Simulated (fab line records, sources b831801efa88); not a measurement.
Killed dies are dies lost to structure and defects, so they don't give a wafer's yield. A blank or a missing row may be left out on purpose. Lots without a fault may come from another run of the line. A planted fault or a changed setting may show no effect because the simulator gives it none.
Which tool did it? | flow gf180mcu | 14 lots, 42 wafers sampled, at 3 steps of a route of 602

WHAT THE GAUGES READ, wafer by wafer
GF_V4_BOW_MEAS_05. Usual: V4_BOW 132 um, standard deviation 9.3.
lot  | measured     | on            | V4_BOW (um) | flag
L693 | day 23 11:58 | film_metro-04 | 146 134 145 |
L695 | day 24 18:04 | film_metro-04 | 139 145 136 |
L696 | day 24 18:43 | film_metro-01 | 115 130 110 |
L705 | day 27 13:01 | film_metro-04 | 123 125 132 |
L706 | day 27 18:23 | film_metro-01 | 137 123 130 |
L707 | day 28 04:48 | film_metro-01 | 134 131 137 |
L708 | day 28 08:58 | film_metro-04 | 146 137 133 |
L710 | day 29 01:09 | film_metro-04 | 131 126 133 |
L711 | day 29 02:58 | film_metro-04 | 126 127 129 |
L713 | day 29 10:37 | film_metro-04 | 124 148 124 |
L712 | day 29 10:37 | film_metro-01 | 133 124 124 |
L714 | day 30 01:38 | film_metro-04 | 126 130 125 |
L715 | day 30 06:34 | film_metro-04 | 110 114 107 |
L716 | day 30 15:21 | film_metro-04 | 120 119 132 |

GF_V4_OVL_MEAS_15. Usual: V4_OVL 4 nm, standard deviation 4.8.
lot  | measured     | on         | V4_OVL (nm) | flag
L693 | day 24 10:03 | overlay-01 | 6 -2 4      |
L695 | day 25 15:56 | overlay-01 | 14 10 10    |
L696 | day 25 16:32 | overlay-01 | 7 6 5       |
L705 | day 28 08:41 | overlay-02 | - - -       | OFF
L706 | day 28 13:50 | overlay-02 | - - -       | OFF
L707 | day 29 01:08 | overlay-02 | 10 6 2      |
L708 | day 29 04:33 | overlay-02 | 11 8 6      |
L710 | day 29 21:12 | overlay-02 | 3 1 5       |
L711 | day 29 22:09 | overlay-01 | 12 2 0      |
L713 | day 30 05:30 | overlay-01 | 15 18 4     |
L712 | day 30 06:09 | overlay-01 | -3 3 3      |
L714 | day 30 20:09 | overlay-01 | 11 19 5     |
L715 | day 31 01:23 | overlay-02 | 2 5 7       |
L716 | day 31 09:35 | overlay-01 | -4 -2 -3    |

WHICH TOOL RAN EACH LOT (tool, then ch and the chambers of the sampled wafers, then the start)
lot  | GF_V4_PEB_12
L693 | litho_track-04 ch 0, day 24 09:37
L695 | litho_track-03 ch 0, day 25 15:28
L696 | litho_track-01 ch 0, day 25 16:04
L705 | litho_track-03, day 28 08:13
L706 | litho_track-03, day 28 13:25
L707 | litho_track-01 ch 0, day 29 00:44
L708 | litho_track-01 ch 0, day 29 04:04
L710 | litho_track-04 ch 0, day 29 20:46
L711 | litho_track-04 ch 0, day 29 21:43
L713 | litho_track-04 ch 0, day 30 05:04
L712 | litho_track-04 ch 0, day 30 05:43
L714 | litho_track-04 ch 0, day 30 19:43
L715 | litho_track-03 ch 0, day 31 00:58
L716 | litho_track-01 ch 0, day 31 09:07
- GF_V4_PEB_12: peb time 90 s.

WHAT THE TOOLS THEMSELVES READ (means of the sampled wafers that have a number; where no wafer has one, the mark that the record gives instead)
GF_V4_PEB_12. Usual: chill_plate_temp_C 22.97 C, standard deviation 0.11; exhaust_pa 45.0 Pa, standard deviation 0.83.
lot  | tool           | chill_plate_temp_C (C) | exhaust_pa (Pa) | flag
L693 | litho_track-04 | 22.92                  | 45.8            |
L695 | litho_track-03 | 22.82                  | 45.9            |
L696 | litho_track-01 | 22.97                  | 44.2            |
L705 | litho_track-03 | -                      | -               | OFF
L706 | litho_track-03 | -                      | -               | OFF
L707 | litho_track-01 | 22.94                  | 45.1            |
L708 | litho_track-01 | 23.05                  | 45.1            |
L710 | litho_track-04 | 23.17                  | 44.7            |
L711 | litho_track-04 | 23.02                  | 44.8            |
L713 | litho_track-04 | 22.94                  | 44.3            |
L712 | litho_track-04 | 22.89                  | 46.0            |
L714 | litho_track-04 | 22.88                  | 45.1            |
L715 | litho_track-03 | 23.12                  | 45.4            |
L716 | litho_track-01 | 23.06                  | 45.5            |

THE ANSWER, worked out from the rows above alone
Rule: a lot is off if the mean of its wafers that have a number lies more than 3 standard deviations from the usual mean. A lot without any number at a reading at which 4 lots or more have one is off too. The other lots that the step has rows for count as sound. The gauges are gone through in route order, then the tools' own readings, and for those a lot's mean is taken as printed above. The first step at which some lot is off is used, and at that step the reading that is off furthest; a lot without a number counts as furthest.
Off: L705, L706, at GF_V4_OVL_MEAS_15 (V4_OVL). Without a number there: L705, L706.
A tool fits if, at a process step before that reading, it ran every lot that is off, and no sound lot after the first of them. The gauges at GF_V4_OVL_MEAS_15 aren't tried: what is off there is off at GF_V4_PEB_12 too, on other tools, and a gauge's error can't cause that. None of those tried fits.

WHAT THE SIMULATOR HAD PUT IN
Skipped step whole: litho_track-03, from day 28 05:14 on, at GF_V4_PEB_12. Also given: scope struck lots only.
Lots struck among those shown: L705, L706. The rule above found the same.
